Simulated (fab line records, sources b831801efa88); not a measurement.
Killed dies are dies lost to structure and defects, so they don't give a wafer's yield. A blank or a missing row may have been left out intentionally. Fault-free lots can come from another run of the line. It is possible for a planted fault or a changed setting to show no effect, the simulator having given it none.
fab line records || flow sky130
record {"lots": 14, "wafers": 42, "last_day": 50}
route steps=708 shown VIA4@651 METAL5@662
lots with no fault: from the same line, run without faults
start_h: hours from the record's first day to the start of the lot's first wafer shown || wait_h: hours from the lot's prior step to this one || " identical to the entry in the row above || L1.1+2: several wafers, shown together as one row || - value missing, or start not given || * or withheld: withheld || < > ~ a bound
route shown NAME@n: NAME is a module with steps in the file, n the number in the route of the first one || usual: mean and standard deviation over wafers with no fault || same: alike in all rows || chamber/n: place in a boat || sites: readings site by site || _std_site: the standard deviation of these || _edge_site: outer sites' mean less inner sites' || radius_mm: for every site, how far away it sits from the centre of the wafer || mask NAME#n: copy n || behind: the most recent tool/chamber to have shaped the wafer || hold: reason for holding the lot/hours on hold/outcome of the hold || device: transistor that didn't switch, given as n, p or np || end of line: tests run on the same wafers once the route is complete || step lacking rows: just its recipe || killed: the dies lost at the first sort to structure and to defects; this is not the yield of the wafer || map: a wafer's dies, x killed, . not, _ none there
set.NAME: the setting the step ran with; set.NAME@STEP: the setting that earlier step ran with || model.NAME: the simulator's own value behind a step, which no gauge read
steps of the route over a sample of lots; a table a step, a row a wafer
services: the hour from which a tool's chamber was out of use, counted from the record's first day as start_h (under 0 if before that day), plus the number of hours and why
## steps
# step SKY_VIA4_ETCH_12
# recipe {"target": "SiO2", "chemistry": "C4F8/O2/Ar", "stop_on": "TiN", "mask_material": "NOVOLAK", "source_w": 1500, "bias_w": 1200, "pressure_mtorr": 40, "c4f8_flow_sccm": "withheld", "O2_flow_sccm": 6, "Ar_flow_sccm": 300, "time_s": "withheld", "target_depth_a": 5800}
# usual {"oes_product_au": "0.925/0.0051"}
{"lot.wafer": "L728.2", "tool": "rie_diel-02", "chamber": 1, "start_h": 1025.53, "wait_h": 0.0, "oes_product_au": 0.927}
{"lot.wafer": "L728.3", "tool": "rie_diel-02", "chamber": 2, "start_h": 1025.53, "wait_h": 0.0, "oes_product_au": 0.932}
{"lot.wafer": "L728.5", "tool": "rie_diel-02", "chamber": 2, "start_h": 1025.53, "wait_h": 0.0, "oes_product_au": 0.931}
{"lot.wafer": "L730.2", "tool": "rie_diel-04", "chamber": 3, "start_h": 1030.93, "wait_h": 0.0, "oes_product_au": 0.918}
{"lot.wafer": "L730.3", "tool": "rie_diel-04", "chamber": 1, "start_h": 1030.93, "wait_h": 0.0, "oes_product_au": 0.921}
{"lot.wafer": "L730.5", "tool": "rie_diel-04", "chamber": 2, "start_h": 1030.93, "wait_h": 0.0, "oes_product_au": 0.921}
{"lot.wafer": "L731.1", "tool": "rie_diel-02", "chamber": 1, "start_h": 1031.23, "wait_h": 0.0, "oes_product_au": 0.926}
{"lot.wafer": "L731.2", "tool": "rie_diel-02", "chamber": 2, "start_h": 1031.23, "wait_h": 0.0, "oes_product_au": 0.928}
{"lot.wafer": "L731.5", "tool": "rie_diel-02", "chamber": 1, "start_h": 1031.23, "wait_h": 0.0, "oes_product_au": 0.921}
{"lot.wafer": "L732.2", "tool": "rie_diel-04", "chamber": 0, "start_h": 1034.78, "wait_h": 0.0, "oes_product_au": 0.924}
{"lot.wafer": "L732.3", "tool": "rie_diel-04", "chamber": 2, "start_h": 1034.78, "wait_h": 0.0, "oes_product_au": 0.922}
{"lot.wafer": "L732.4", "tool": "rie_diel-04", "chamber": 1, "start_h": 1034.78, "wait_h": 0.0, "oes_product_au": 0.931}
{"lot.wafer": "L733.1", "tool": "rie_diel-01", "chamber": 0, "start_h": 1035.23, "wait_h": 0.0, "oes_product_au": 0.919}
{"lot.wafer": "L733.2", "tool": "rie_diel-01", "chamber": 1, "start_h": 1035.23, "wait_h": 0.0, "oes_product_au": 0.928}
{"lot.wafer": "L733.6", "tool": "rie_diel-01", "chamber": 2, "start_h": 1035.23, "wait_h": 0.0, "oes_product_au": 0.932}
{"lot.wafer": "L735.2", "tool": "rie_diel-02", "chamber": 3, "start_h": 1053.23, "wait_h": 0.0, "oes_product_au": 0.924}
{"lot.wafer": "L735.3", "tool": "rie_diel-02", "chamber": 0, "start_h": 1053.23, "wait_h": 0.0, "oes_product_au": 0.933}
{"lot.wafer": "L735.4", "tool": "rie_diel-02", "chamber": 2, "start_h": 1053.23, "wait_h": 0.0, "oes_product_au": 0.926}
{"lot.wafer": "L736.1", "tool": "rie_diel-04", "chamber": 3, "start_h": 1056.68, "wait_h": 0.0, "oes_product_au": 0.926}
{"lot.wafer": "L736.2", "tool": "rie_diel-04", "chamber": 1, "start_h": 1056.68, "wait_h": 0.0, "oes_product_au": 0.916}
{"lot.wafer": "L736.5", "tool": "rie_diel-04", "chamber": 1, "start_h": 1056.68, "wait_h": 0.0, "oes_product_au": 0.915}
{"lot.wafer": "L737.1", "tool": "rie_diel-02", "chamber": 3, "start_h": 1059.63, "wait_h": 0.0, "oes_product_au": 0.926}
{"lot.wafer": "L737.4", "tool": "rie_diel-02", "chamber": 2, "start_h": 1059.63, "wait_h": 0.0, "oes_product_au": 0.930}
{"lot.wafer": "L737.6", "tool": "rie_diel-02", "chamber": 0, "start_h": 1059.63, "wait_h": 0.0, "oes_product_au": 0.921}
{"lot.wafer": "L741.1", "tool": "rie_diel-02", "chamber": 1, "start_h": 1081.94, "wait_h": 0.0, "oes_product_au": 0.929}
{"lot.wafer": "L741.2", "tool": "rie_diel-02", "chamber": 3, "start_h": 1081.94, "wait_h": 0.0, "oes_product_au": 0.919}
{"lot.wafer": "L741.5", "tool": "rie_diel-02", "chamber": 0, "start_h": 1081.94, "wait_h": 0.0, "oes_product_au": 0.922}
{"lot.wafer": "L742.1", "tool": "rie_diel-01", "chamber": 2, "start_h": 1085.98, "wait_h": 0.0, "oes_product_au": 0.925}
{"lot.wafer": "L742.3", "tool": "rie_diel-01", "chamber": 3, "start_h": 1085.98, "wait_h": 0.0, "oes_product_au": 0.926}
{"lot.wafer": "L742.6", "tool": "rie_diel-01", "chamber": 3, "start_h": 1085.98, "wait_h": 0.0, "oes_product_au": 0.927}
{"lot.wafer": "L743.3", "tool": "rie_diel-02", "chamber": 2, "start_h": 1091.93, "wait_h": 0.0, "oes_product_au": 0.934}
{"lot.wafer": "L743.5", "tool": "rie_diel-02", "chamber": 3, "start_h": 1091.93, "wait_h": 0.0, "oes_product_au": 0.916}
{"lot.wafer": "L743.6", "tool": "rie_diel-02", "chamber": 2, "start_h": 1091.93, "wait_h": 0.0, "oes_product_au": 0.919}
{"lot.wafer": "L744.1", "tool": "rie_diel-02", "chamber": 3, "start_h": 1108.33, "wait_h": 0.0, "oes_product_au": 0.930}
{"lot.wafer": "L744.2", "tool": "rie_diel-02", "chamber": 2, "start_h": 1108.33, "wait_h": 0.0, "oes_product_au": 0.931}
{"lot.wafer": "L744.6", "tool": "rie_diel-02", "chamber": 0, "start_h": 1108.33, "wait_h": 0.0, "oes_product_au": 0.929}
{"lot.wafer": "L749.1", "tool": "rie_diel-04", "chamber": 0, "start_h": 1131.24, "wait_h": 0.0, "oes_product_au": 0.931}
{"lot.wafer": "L749.3", "tool": "rie_diel-04", "chamber": 3, "start_h": 1131.24, "wait_h": 0.0, "oes_product_au": 0.929}
{"lot.wafer": "L749.6", "tool": "rie_diel-04", "chamber": 0, "start_h": 1131.24, "wait_h": 0.0, "oes_product_au": 0.931}
{"lot.wafer": "L750.1", "tool": "rie_diel-04", "chamber": 1, "start_h": 1133.78, "wait_h": 0.0, "oes_product_au": 0.915}
{"lot.wafer": "L750.2", "tool": "rie_diel-04", "chamber": 2, "start_h": 1133.78, "wait_h": 0.0, "oes_product_au": 0.927}
{"lot.wafer": "L750.5", "tool": "rie_diel-04", "chamber": 3, "start_h": 1133.78, "wait_h": 0.0, "oes_product_au": 0.922}
# step SKY_VIA4_CVD_18
# recipe {"material": "W", "target_thk_nm": 505, "time_s": 152.14, "temp_c": 400, "pressure_torr": 40}
# usual {"heater_power_w": "873/47"}
{"lot.wafer": "L728.2", "tool": "cvd_w-01", "chamber": 1, "start_h": 1026.29, "wait_h": 0.0, "heater_power_w": 925}
{"lot.wafer": "L728.3", "tool": "cvd_w-01", "chamber": 0, "start_h": 1026.29, "wait_h": 0.0, "heater_power_w": 901}
{"lot.wafer": "L728.5", "tool": "cvd_w-01", "chamber": 0, "start_h": 1026.29, "wait_h": 0.0, "heater_power_w": 885}
{"lot.wafer": "L730.2", "tool": "cvd_w-02", "chamber": 0, "start_h": 1031.70, "wait_h": 0.0, "heater_power_w": 871}
{"lot.wafer": "L730.3", "tool": "cvd_w-02", "chamber": 1, "start_h": 1031.70, "wait_h": 0.0, "heater_power_w": 765}
{"lot.wafer": "L730.5", "tool": "cvd_w-02", "chamber": 0, "start_h": 1031.70, "wait_h": 0.0, "heater_power_w": 866}
{"lot.wafer": "L731.1", "tool": "cvd_w-01", "chamber": 1, "start_h": 1032.04, "wait_h": 0.0, "heater_power_w": 911}
{"lot.wafer": "L731.2", "tool": "cvd_w-01", "chamber": 0, "start_h": 1032.04, "wait_h": 0.0, "heater_power_w": 869}
{"lot.wafer": "L731.5", "tool": "cvd_w-01", "chamber": 1, "start_h": 1032.04, "wait_h": 0.0, "heater_power_w": 899}
{"lot.wafer": "L732.2", "tool": "cvd_w-01", "chamber": 0, "start_h": 1035.52, "wait_h": 0.0, "heater_power_w": 880}
{"lot.wafer": "L732.3", "tool": "cvd_w-01", "chamber": 1, "start_h": 1035.52, "wait_h": 0.0, "heater_power_w": 888}
{"lot.wafer": "L732.4", "tool": "cvd_w-01", "chamber": 0, "start_h": 1035.52, "wait_h": 0.0, "heater_power_w": 888}
{"lot.wafer": "L733.1", "tool": "cvd_w-02", "chamber": 1, "start_h": 1035.99, "wait_h": 0.0, "heater_power_w": 777}
{"lot.wafer": "L733.2", "tool": "cvd_w-02", "chamber": 0, "start_h": 1035.99, "wait_h": 0.0, "heater_power_w": 874}
{"lot.wafer": "L733.6", "tool": "cvd_w-02", "chamber": 0, "start_h": 1035.99, "wait_h": 0.0, "heater_power_w": 856}
{"lot.wafer": "L735.2", "tool": "cvd_w-01", "chamber": 1, "start_h": 1053.96, "wait_h": 0.0, "heater_power_w": 922}
{"lot.wafer": "L735.3", "tool": "cvd_w-01", "chamber": 0, "start_h": 1053.96, "wait_h": 0.0, "heater_power_w": 903}
{"lot.wafer": "L735.4", "tool": "cvd_w-01", "chamber": 1, "start_h": 1053.96, "wait_h": 0.0, "heater_power_w": 905}
{"lot.wafer": "L736.1", "tool": "cvd_w-01", "chamber": 1, "start_h": 1057.41, "wait_h": 0.0, "heater_power_w": 921}
{"lot.wafer": "L736.2", "tool": "cvd_w-01", "chamber": 0, "start_h": 1057.41, "wait_h": 0.0, "heater_power_w": 912}
{"lot.wafer": "L736.5", "tool": "cvd_w-01", "chamber": 0, "start_h": 1057.41, "wait_h": 0.0, "heater_power_w": 891}
{"lot.wafer": "L737.1", "tool": "cvd_w-01", "chamber": 1, "start_h": 1060.36, "wait_h": 0.0, "heater_power_w": 933}
{"lot.wafer": "L737.4", "tool": "cvd_w-01", "chamber": 0, "start_h": 1060.36, "wait_h": 0.0, "heater_power_w": 877}
{"lot.wafer": "L737.6", "tool": "cvd_w-01", "chamber": 1, "start_h": 1060.36, "wait_h": 0.0, "heater_power_w": 897}
{"lot.wafer": "L741.1", "tool": "cvd_w-01", "chamber": 1, "start_h": 1082.67, "wait_h": 0.0, "heater_power_w": 921}
{"lot.wafer": "L741.2", "tool": "cvd_w-01", "chamber": 0, "start_h": 1082.67, "wait_h": 0.0, "heater_power_w": 879}
{"lot.wafer": "L741.5", "tool": "cvd_w-01", "chamber": 1, "start_h": 1082.67, "wait_h": 0.0, "heater_power_w": 899}
{"lot.wafer": "L742.1", "tool": "cvd_w-02", "chamber": 1, "start_h": 1086.78, "wait_h": 0.1, "heater_power_w": 778}
{"lot.wafer": "L742.3", "tool": "cvd_w-02", "chamber": 1, "start_h": 1086.78, "wait_h": 0.1, "heater_power_w": 783}
{"lot.wafer": "L742.6", "tool": "cvd_w-02", "chamber": 0, "start_h": 1086.78, "wait_h": 0.1, "heater_power_w": 862}
{"lot.wafer": "L743.3", "tool": "cvd_w-01", "chamber": 0, "start_h": 1092.71, "wait_h": 0.1, "heater_power_w": 898}
{"lot.wafer": "L743.5", "tool": "cvd_w-01", "chamber": 1, "start_h": 1092.71, "wait_h": 0.1, "heater_power_w": 909}
{"lot.wafer": "L743.6", "tool": "cvd_w-01", "chamber": 0, "start_h": 1092.71, "wait_h": 0.1, "heater_power_w": 906}
{"lot.wafer": "L744.1", "tool": "cvd_w-02", "chamber": 0, "start_h": 1109.10, "wait_h": 0.0, "heater_power_w": 891}
{"lot.wafer": "L744.2", "tool": "cvd_w-02", "chamber": 1, "start_h": 1109.10, "wait_h": 0.0, "heater_power_w": 777}
{"lot.wafer": "L744.6", "tool": "cvd_w-02", "chamber": 0, "start_h": 1109.10, "wait_h": 0.0, "heater_power_w": 875}
{"lot.wafer": "L749.1", "tool": "cvd_w-02", "chamber": 1, "start_h": 1132.10, "wait_h": 0.0, "heater_power_w": 780}
{"lot.wafer": "L749.3", "tool": "cvd_w-02", "chamber": 0, "start_h": 1132.10, "wait_h": 0.0, "heater_power_w": 869}
{"lot.wafer": "L749.6", "tool": "cvd_w-02", "chamber": 0, "start_h": 1132.10, "wait_h": 0.0, "heater_power_w": 861}
{"lot.wafer": "L750.1", "tool": "cvd_w-01", "chamber": 0, "start_h": 1134.51, "wait_h": 0.0, "heater_power_w": 889}
{"lot.wafer": "L750.2", "tool": "cvd_w-01", "chamber": 1, "start_h": 1134.51, "wait_h": 0.0, "heater_power_w": 928}
{"lot.wafer": "L750.5", "tool": "cvd_w-01", "chamber": 1, "start_h": 1134.51, "wait_h": 0.0, "heater_power_w": 916}
# step SKY_METAL5_SPUTTER_01
# recipe {"material": "TiN", "target_thk_nm": 20, "power_w": 6500, "time_s": 16.7, "chamber_pressure_pa": 0.4}
# usual {"cathode_dc_power_W": "6500.1/1.1", "chamber_pressure_pa": "0.4000/0.00068", "throttle_valve_pct": "30.1/0.82"}
{"lot.wafer": "L728.2", "tool": "pvd_sputter-02", "chamber": "-", "start_h": 1026.94, "wait_h": 0.0, "cathode_dc_power_W": 6500.6, "chamber_pressure_pa": 0.3996, "throttle_valve_pct": 30.7}
{"lot.wafer": "L728.3", "tool": "pvd_sputter-02", "chamber": "-", "start_h": 1026.94, "wait_h": 0.0, "cathode_dc_power_W": 6499.7, "chamber_pressure_pa": 0.4008, "throttle_valve_pct": 28.9}
{"lot.wafer": "L728.5", "tool": "pvd_sputter-02", "chamber": "-", "start_h": 1026.94, "wait_h": 0.0, "cathode_dc_power_W": 6501.3, "chamber_pressure_pa": 0.3996, "throttle_valve_pct": 28.8}
{"lot.wafer": "L730.2", "tool": "pvd_sputter-01", "chamber": "-", "start_h": 1032.35, "wait_h": 0.0, "cathode_dc_power_W": 6499.8, "chamber_pressure_pa": 0.4008, "throttle_valve_pct": 30.6}
{"lot.wafer": "L730.3", "tool": "pvd_sputter-01", "chamber": "-", "start_h": 1032.35, "wait_h": 0.0, "cathode_dc_power_W": 6502.0, "chamber_pressure_pa": 0.4000, "throttle_valve_pct": 30.2}
{"lot.wafer": "L730.5", "tool": "pvd_sputter-01", "chamber": "-", "start_h": 1032.35, "wait_h": 0.0, "cathode_dc_power_W": 6499.5, "chamber_pressure_pa": 0.3999, "throttle_valve_pct": 30.3}
{"lot.wafer": "L731.1", "tool": "pvd_sputter-03", "chamber": "-", "start_h": 1032.70, "wait_h": 0.0, "cathode_dc_power_W": 6501.7, "chamber_pressure_pa": 0.3997, "throttle_valve_pct": 29.3}
{"lot.wafer": "L731.2", "tool": "pvd_sputter-03", "chamber": "-", "start_h": 1032.70, "wait_h": 0.0, "cathode_dc_power_W": 6498.9, "chamber_pressure_pa": 0.4006, "throttle_valve_pct": 30.3}
{"lot.wafer": "L731.5", "tool": "pvd_sputter-03", "chamber": "-", "start_h": 1032.70, "wait_h": 0.0, "cathode_dc_power_W": 6498.7, "chamber_pressure_pa": 0.4005, "throttle_valve_pct": 30.3}
{"lot.wafer": "L732.2", "tool": "pvd_sputter-03", "chamber": "-", "start_h": 1036.17, "wait_h": 0.0, "cathode_dc_power_W": 6500.2, "chamber_pressure_pa": 0.3995, "throttle_valve_pct": 31.3}
{"lot.wafer": "L732.3", "tool": "pvd_sputter-03", "chamber": "-", "start_h": 1036.17, "wait_h": 0.0, "cathode_dc_power_W": 6500.3, "chamber_pressure_pa": 0.3998, "throttle_valve_pct": 29.2}
{"lot.wafer": "L732.4", "tool": "pvd_sputter-03", "chamber": "-", "start_h": 1036.17, "wait_h": 0.0, "cathode_dc_power_W": 6498.9, "chamber_pressure_pa": 0.3989, "throttle_valve_pct": 30.3}
{"lot.wafer": "L733.1", "tool": "pvd_sputter-01", "chamber": "-", "start_h": 1036.64, "wait_h": 0.0, "cathode_dc_power_W": 6500.0, "chamber_pressure_pa": 0.3999, "throttle_valve_pct": 30.8}
{"lot.wafer": "L733.2", "tool": "pvd_sputter-01", "chamber": "-", "start_h": 1036.64, "wait_h": 0.0, "cathode_dc_power_W": 6500.6, "chamber_pressure_pa": 0.3986, "throttle_valve_pct": 30.3}
{"lot.wafer": "L733.6", "tool": "pvd_sputter-01", "chamber": "-", "start_h": 1036.64, "wait_h": 0.0, "cathode_dc_power_W": 6500.8, "chamber_pressure_pa": 0.3989, "throttle_valve_pct": 30.7}
{"lot.wafer": "L735.2", "tool": "pvd_sputter-03", "chamber": "-", "start_h": 1054.61, "wait_h": 0.0, "cathode_dc_power_W": 6501.9, "chamber_pressure_pa": 0.3993, "throttle_valve_pct": 31.3}
{"lot.wafer": "L735.3", "tool": "pvd_sputter-03", "chamber": "-", "start_h": 1054.61, "wait_h": 0.0, "cathode_dc_power_W": 6501.9, "chamber_pressure_pa": 0.3992, "throttle_valve_pct": 30.1}
{"lot.wafer": "L735.4", "tool": "pvd_sputter-03", "chamber": "-", "start_h": 1054.61, "wait_h": 0.0, "cathode_dc_power_W": 6500.6, "chamber_pressure_pa": 0.4005, "throttle_valve_pct": 29.3}
{"lot.wafer": "L736.1", "tool": "pvd_sputter-02", "chamber": "-", "start_h": 1058.06, "wait_h": 0.0, "cathode_dc_power_W": "-", "chamber_pressure_pa": "-", "throttle_valve_pct": "-"}
{"lot.wafer": "L736.2", "tool": "pvd_sputter-02", "chamber": "-", "start_h": 1058.06, "wait_h": 0.0, "cathode_dc_power_W": "-", "chamber_pressure_pa": "-", "throttle_valve_pct": "-"}
{"lot.wafer": "L736.5", "tool": "pvd_sputter-02", "chamber": "-", "start_h": 1058.06, "wait_h": 0.0, "cathode_dc_power_W": "-", "chamber_pressure_pa": "-", "throttle_valve_pct": "-"}
{"lot.wafer": "L737.1", "tool": "pvd_sputter-02", "chamber": "-", "start_h": 1061.01, "wait_h": 0.0, "cathode_dc_power_W": "-", "chamber_pressure_pa": "-", "throttle_valve_pct": "-"}
{"lot.wafer": "L737.4", "tool": "pvd_sputter-02", "chamber": "-", "start_h": 1061.01, "wait_h": 0.0, "cathode_dc_power_W": "-", "chamber_pressure_pa": "-", "throttle_valve_pct": "-"}
{"lot.wafer": "L737.6", "tool": "pvd_sputter-02", "chamber": "-", "start_h": 1061.01, "wait_h": 0.0, "cathode_dc_power_W": "-", "chamber_pressure_pa": "-", "throttle_valve_pct": "-"}
{"lot.wafer": "L741.1", "tool": "pvd_sputter-02", "chamber": "-", "start_h": 1083.32, "wait_h": 0.0, "cathode_dc_power_W": 6499.8, "chamber_pressure_pa": 0.4001, "throttle_valve_pct": 30.5}
{"lot.wafer": "L741.2", "tool": "pvd_sputter-02", "chamber": "-", "start_h": 1083.32, "wait_h": 0.0, "cathode_dc_power_W": 6502.2, "chamber_pressure_pa": 0.4001, "throttle_valve_pct": 29.2}
{"lot.wafer": "L741.5", "tool": "pvd_sputter-02", "chamber": "-", "start_h": 1083.32, "wait_h": 0.0, "cathode_dc_power_W": 6500.3, "chamber_pressure_pa": 0.3999, "throttle_valve_pct": 29.3}
{"lot.wafer": "L742.1", "tool": "pvd_sputter-02", "chamber": "-", "start_h": 1088.59, "wait_h": 0.0, "cathode_dc_power_W": 6497.6, "chamber_pressure_pa": 0.3996, "throttle_valve_pct": 28.9}
{"lot.wafer": "L742.3", "tool": "pvd_sputter-02", "chamber": "-", "start_h": 1088.59, "wait_h": 0.0, "cathode_dc_power_W": 6499.7, "chamber_pressure_pa": 0.3986, "throttle_valve_pct": 30.6}
{"lot.wafer": "L742.6", "tool": "pvd_sputter-02", "chamber": "-", "start_h": 1088.59, "wait_h": 0.0, "cathode_dc_power_W": 6500.7, "chamber_pressure_pa": 0.3998, "throttle_valve_pct": 30.7}
{"lot.wafer": "L743.3", "tool": "pvd_sputter-03", "chamber": "-", "start_h": 1093.32, "wait_h": 0.0, "cathode_dc_power_W": 6499.8, "chamber_pressure_pa": 0.4007, "throttle_valve_pct": 31.6}
{"lot.wafer": "L743.5", "tool": "pvd_sputter-03", "chamber": "-", "start_h": 1093.32, "wait_h": 0.0, "cathode_dc_power_W": 6500.9, "chamber_pressure_pa": 0.3993, "throttle_valve_pct": 31.4}
{"lot.wafer": "L743.6", "tool": "pvd_sputter-03", "chamber": "-", "start_h": 1093.32, "wait_h": 0.0, "cathode_dc_power_W": 6498.7, "chamber_pressure_pa": 0.4009, "throttle_valve_pct": 29.1}
{"lot.wafer": "L744.1", "tool": "pvd_sputter-01", "chamber": "-", "start_h": 1109.90, "wait_h": 0.0, "cathode_dc_power_W": 6501.8, "chamber_pressure_pa": 0.4000, "throttle_valve_pct": 30.5}
{"lot.wafer": "L744.2", "tool": "pvd_sputter-01", "chamber": "-", "start_h": 1109.90, "wait_h": 0.0, "cathode_dc_power_W": 6500.8, "chamber_pressure_pa": 0.4011, "throttle_valve_pct": 30.2}
{"lot.wafer": "L744.6", "tool": "pvd_sputter-01", "chamber": "-", "start_h": 1109.90, "wait_h": 0.0, "cathode_dc_power_W": 6500.7, "chamber_pressure_pa": 0.4005, "throttle_valve_pct": 30.4}
{"lot.wafer": "L749.1", "tool": "pvd_sputter-02", "chamber": "-", "start_h": 1132.76, "wait_h": 0.0, "cathode_dc_power_W": 6500.7, "chamber_pressure_pa": 0.4002, "throttle_valve_pct": 29.0}
{"lot.wafer": "L749.3", "tool": "pvd_sputter-02", "chamber": "-", "start_h": 1132.76, "wait_h": 0.0, "cathode_dc_power_W": 6501.4, "chamber_pressure_pa": 0.4007, "throttle_valve_pct": 30.8}
{"lot.wafer": "L749.6", "tool": "pvd_sputter-02", "chamber": "-", "start_h": 1132.76, "wait_h": 0.0, "cathode_dc_power_W": 6499.5, "chamber_pressure_pa": 0.3997, "throttle_valve_pct": 29.0}
{"lot.wafer": "L750.1", "tool": "pvd_sputter-03", "chamber": "-", "start_h": 1135.16, "wait_h": 0.0, "cathode_dc_power_W": 6498.0, "chamber_pressure_pa": 0.4016, "throttle_valve_pct": 30.4}
{"lot.wafer": "L750.2", "tool": "pvd_sputter-03", "chamber": "-", "start_h": 1135.16, "wait_h": 0.0, "cathode_dc_power_W": 6498.9, "chamber_pressure_pa": 0.4000, "throttle_valve_pct": 29.4}
{"lot.wafer": "L750.5", "tool": "pvd_sputter-03", "chamber": "-", "start_h": 1135.16, "wait_h": 0.0, "cathode_dc_power_W": 6501.5, "chamber_pressure_pa": 0.3995, "throttle_valve_pct": 28.7}
## services
{"tool": "rie_diel-02", "chamber": "-", "start_h": 1004.56, "hours": 0.9, "kind": "repair"}
{"tool": "rie_diel-02", "chamber": "-", "start_h": 1010.27, "hours": 1.0, "kind": "repair"}
{"tool": "rie_diel-02", "chamber": 0, "start_h": 1023.55, "hours": 8.7, "kind": "repair"}
{"tool": "rie_diel-02", "chamber": 3, "start_h": 1026.15, "hours": 3.9, "kind": "repair"}
{"tool": "rie_diel-02", "chamber": 1, "start_h": 1028.50, "hours": 1.7, "kind": "repair"}
{"tool": "rie_diel-01", "chamber": 1, "start_h": 1029.55, "hours": 3.8, "kind": "repair"}
{"tool": "rie_diel-02", "chamber": 3, "start_h": 1031.20, "hours": 9.1, "kind": "repair"}
{"tool": "rie_diel-04", "chamber": "-", "start_h": 1052.72, "hours": 0.8, "kind": "repair"}
{"tool": "pvd_sputter-03", "chamber": "-", "start_h": 1070.13, "hours": 1.3, "kind": "repair"}
{"tool": "rie_diel-04", "chamber": 3, "start_h": 1070.48, "hours": 4.3, "kind": "repair"}
{"tool": "rie_diel-01", "chamber": 1, "start_h": 1074.85, "hours": 7.2, "kind": "repair"}
{"tool": "pvd_sputter-03", "chamber": "-", "start_h": 1079.80, "hours": 0.9, "kind": "repair"}
{"tool": "rie_diel-01", "chamber": "-", "start_h": 1081.14, "hours": 0.6, "kind": "repair"}
{"tool": "rie_diel-01", "chamber": 0, "start_h": 1083.23, "hours": "-", "kind": "clean"}
{"tool": "rie_diel-01", "chamber": 0, "start_h": 1083.23, "hours": 17.0, "kind": "scheduled_down"}
{"tool": "rie_diel-01", "chamber": 0, "start_h": 1083.23, "hours": 17.0, "kind": "vent_cycle"}
{"tool": "rie_diel-02", "chamber": "-", "start_h": 1104.64, "hours": 2.3, "kind": "repair"}
{"tool": "pvd_sputter-02", "chamber": "-", "start_h": 1126.05, "hours": 4.3, "kind": "repair"}
## key
first_sign {"step": "SKY_METAL5_SPUTTER_01", "reading": "tool_record", "direction": "missing"}
effect none on later readings
met_at SKY_METAL5_SPUTTER_01
struck_lots L736,L737
later_rows_left_out L736.1,L736.2,L736.5,L737.1,L737.4,L737.6
sort_left_out L736.1,L736.2,L736.5,L737.1,L737.4,L737.6
not_acting_at SKY_VIA4_ETCH_12,SKY_VIA4_CVD_18
onset_between 1026.94 1058.06
fault {"kind": "skipped_step_whole", "tool": "pvd_sputter-02", "chamber": "-", "onset_h": 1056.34, "steps": "SKY_METAL5_SPUTTER_01", "scope": "struck_lots_only"}
# sort_left_out: the simulated sort isn't trusted on such a fault, so these wafers' sort isn't shown, and their yield isn't known
# later_rows_left_out: the simulator's readings of these wafers behind a module that went badly wrong aren't trusted and aren't shown, but for the sort
